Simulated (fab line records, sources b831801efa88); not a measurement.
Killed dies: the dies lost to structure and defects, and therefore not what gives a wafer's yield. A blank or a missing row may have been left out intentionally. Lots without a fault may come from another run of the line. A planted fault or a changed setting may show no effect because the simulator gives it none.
Which tool is to blame? | flow sky130 | Sampling: 11 lots, 33 wafers, 6 of 708 route steps

== WHAT THE GAUGES READ, wafer by wafer ==
SKY_LOCAL_INTERCONNECT_THK_MEAS_02: measures by xrf. Usual: LOCAL_INTERCONNECT_TIN_THK gives 99.8 nm (standard deviation 1.1).
lot  | measured     | on            | LOCAL_INTERCONNECT_TIN_THK (nm) | flag
L878 | day 29 18:47 | film-metro-04 | 101.1 100.9 99.5                |
L880 | day 30 12:40 | film-metro-02 | 98.9 97.6 99.0                  |
L881 | day 31 03:43 | film-metro-04 | 101.2 101.2 101.4               |
L884 | day 31 21:14 | film-metro-04 | 101.4 101.1 100.0               |
L886 | day 32 13:59 | film-metro-03 | 99.9 100.2 99.4                 |
L889 | day 33 14:58 | film-metro-04 | 99.9 99.9 99.6                  |
L890 | day 33 19:39 | film-metro-02 | 98.1 98.6 98.9                  |
L892 | day 34 08:46 | film-metro-02 | 99.4 99.7 99.0                  |
L893 | day 34 13:24 | film-metro-03 | 99.8 100.6 99.6                 |
L897 | day 35 20:59 | film-metro-03 | 100.3 99.2 97.7                 |
L898 | day 36 06:01 | film-metro-02 | 99.3 98.9 99.9                  |

SKY_CONTACT_THK_MEAS_01. Usual: CONTACT_CVD_00_THK gives 74.9 nm (standard deviation 1).
lot  | measured     | on            | CONTACT_CVD_00_THK (nm) | flag
L878 | day 31 00:09 | film-metro-01 | 74.3 76.1 75.8          |
L880 | day 31 17:00 | film-metro-04 | 74.9 74.5 74.9          |
L881 | day 32 08:11 | film-metro-01 | 73.9 74.0 75.5          |
L884 | day 33 01:50 | film-metro-02 | 73.8 73.5 73.8          |
L886 | day 33 17:39 | film-metro-01 | 75.3 76.2 75.2          |
L889 | day 34 17:48 | film-metro-02 | 74.5 75.8 76.7          |
L890 | day 34 23:00 | film-metro-04 | 74.3 74.2 73.8          |
L892 | day 35 11:38 | film-metro-04 | 74.4 74.3 72.9          |
L893 | day 35 16:28 | film-metro-02 | 72.6 74.6 74.1          |
L897 | day 36 23:53 | film-metro-04 | 74.0 76.2 74.8          |
L898 | day 37 09:33 | film-metro-01 | 75.7 74.9 75.3          |

SKY_CONTACT_RS_MEAS_25: measurement is done with a four-point probe. Usual: CONTACT_W_RS gives 0.339 ohm/sq (standard deviation 0.0039).
lot  | measured     | on            | CONTACT_W_RS (ohm/sq) | flag
L878 | day 32 05:10 | film-metro-02 | 0.337 0.340 0.337     |
L880 | day 32 21:50 | film-metro-04 | 0.339 0.338 0.342     |
L881 | day 33 13:22 | film-metro-02 | 0.333 0.337 0.336     |
L884 | day 34 06:43 | film-metro-04 | 0.336 0.335 0.340     |
L886 | day 34 21:33 | film-metro-04 | 0.334 0.332 0.335     |
L889 | day 35 22:05 | film-metro-02 | 0.340 0.344 0.347     |
L890 | day 36 03:10 | film-metro-04 | 0.588 0.335 0.339     | OFF
L892 | day 36 16:02 | film-metro-02 | 0.343 0.337 0.340     |
L893 | day 36 19:43 | film-metro-02 | 0.583 0.335 0.594     | OFF
L897 | day 38 02:43 | film-metro-04 | 0.341 0.339 0.343     |
L898 | day 38 12:40 | film-metro-04 | 0.342 0.337 0.340     |

SKY_CONTACT_THK_MEAS_26: measures by xrf. Usual: CONTACT_W_THK gives 329 nm (standard deviation 4).
lot  | measured     | on            | CONTACT_W_THK (nm) | flag
L878 | day 32 05:17 | film-metro-02 | 329 328 331        |
L880 | day 32 21:58 | film-metro-04 | 328 328 323        |
L881 | day 33 13:28 | film-metro-02 | 332 328 327        |
L884 | day 34 06:50 | film-metro-04 | 333 330 326        |
L886 | day 34 21:38 | film-metro-04 | 331 335 332        |
L889 | day 35 22:12 | film-metro-02 | 325 323 322        |
L890 | day 36 03:17 | film-metro-04 | 193 337 334        | OFF
L892 | day 36 16:08 | film-metro-02 | 329 331 329        |
L893 | day 36 19:50 | film-metro-02 | 196 334 191        | OFF
L897 | day 38 02:50 | film-metro-04 | 327 329 325        |
L898 | day 38 12:47 | film-metro-04 | 327 332 331        |

== TOOL THAT RAN EACH LOT (tool first, then ch and the chambers of the sampled wafers, then the start) ==
lot  | SKY_CONTACT_CVD_00              | SKY_CONTACT_CVD_24
L878 | pecvd-04 ch 0,2, day 31 00:07   | cvd-w-02 ch 0,1, day 32 05:03
L880 | pecvd-01 ch 0,1,2, day 31 16:58 | cvd-w-02 ch 0,1, day 32 21:44
L881 | pecvd-02 ch 0,1,2, day 32 08:08 | cvd-w-02 ch 0,1, day 33 13:14
L884 | pecvd-01 ch 0,1, day 33 01:48   | cvd-w-02 ch 0,1, day 34 06:36
L886 | pecvd-02 ch 1,2, day 33 17:35   | cvd-w-02 ch 0,1, day 34 21:25
L889 | pecvd-04 ch 0,1, day 34 17:46   | cvd-w-01 ch 0,1, day 35 21:58
L890 | pecvd-02 ch 0,1,2, day 34 22:58 | cvd-w-02 ch 0,1, day 36 03:04
L892 | pecvd-01 ch 0,2, day 35 11:35   | cvd-w-01 ch 0,1, day 36 15:56
L893 | pecvd-01 ch 0, day 35 16:25     | cvd-w-02 ch 0,1, day 36 19:36
L897 | pecvd-04 ch 0,1,2, day 36 23:50 | cvd-w-01 ch 0,1, day 38 02:36
L898 | pecvd-01 ch 1,2, day 37 09:30   | cvd-w-01 ch 0,1, day 38 12:32
- SKY_CONTACT_CVD_00: deposits Si3N4, target thk 75 nm.
- SKY_CONTACT_CVD_24: deposits W, target thk 340 nm, time 102.12 s.

== AS READ BY THE TOOLS THEMSELVES (means over the sampled wafers that have a number; for cases with no such wafer, the mark the record gives instead) ==
SKY_CONTACT_CVD_00. Usual: 705 W for heater-power-w, sd 82.
lot  | tool     | heater-power-w (W) | flag
L878 | pecvd-04 | 727                |
L880 | pecvd-01 | 759                |
L881 | pecvd-02 | 728                |
L884 | pecvd-01 | 702                |
L886 | pecvd-02 | 726                |
L889 | pecvd-04 | 669                |
L890 | pecvd-02 | 743                |
L892 | pecvd-01 | 736                |
L893 | pecvd-01 | 666                |
L897 | pecvd-04 | 728                |
L898 | pecvd-01 | 747                |

SKY_CONTACT_CVD_24. Usual: 808 W for heater-power-w, sd 110.
lot  | tool     | heater-power-w (W) | flag
L878 | cvd-w-02 | 750                |
L880 | cvd-w-02 | 713                |
L881 | cvd-w-02 | 692                |
L884 | cvd-w-02 | 694                |
L886 | cvd-w-02 | 705                |
L889 | cvd-w-01 | 923                |
L890 | cvd-w-02 | 736                |
L892 | cvd-w-01 | 891                |
L893 | cvd-w-02 | 717                |
L897 | cvd-w-01 | 939                |
L898 | cvd-w-01 | 921                |

== THE ANSWER, worked out from the rows above alone ==
Rule: take the mean of a lot's wafers that have a number; if it is more than 3 standard deviations from the usual mean, the lot is off. A lot without any number at a reading at which 4 lots or more have one is off too. Any other lot the step has rows for is counted as sound. First the gauges in route order, then the tools' own readings, where a lot's mean is used as printed above. At the first step where some lot is off, the reading lying furthest off is the one used; lots without a number count as furthest.
Off: L890, L893, seen at SKY_CONTACT_RS_MEAS_25 (CONTACT_W_RS).
A tool fits if, at a process step before that reading, it ran every lot that is off, and no sound lot after the first of them. Gauges at SKY_CONTACT_RS_MEAS_25: tried the same way as those tools. One fits: cvd-w-02 at SKY_CONTACT_CVD_24. Its last sound lot is L886 (day 34 21:25), its first lot that is off L890 (day 36 03:04): a fault that began between those two fits.

== WHAT THE SIMULATOR PUT IN ==
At SKY_CONTACT_CVD_24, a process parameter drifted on cvd-w-02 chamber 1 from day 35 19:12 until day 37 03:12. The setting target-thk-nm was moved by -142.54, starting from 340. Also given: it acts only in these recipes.
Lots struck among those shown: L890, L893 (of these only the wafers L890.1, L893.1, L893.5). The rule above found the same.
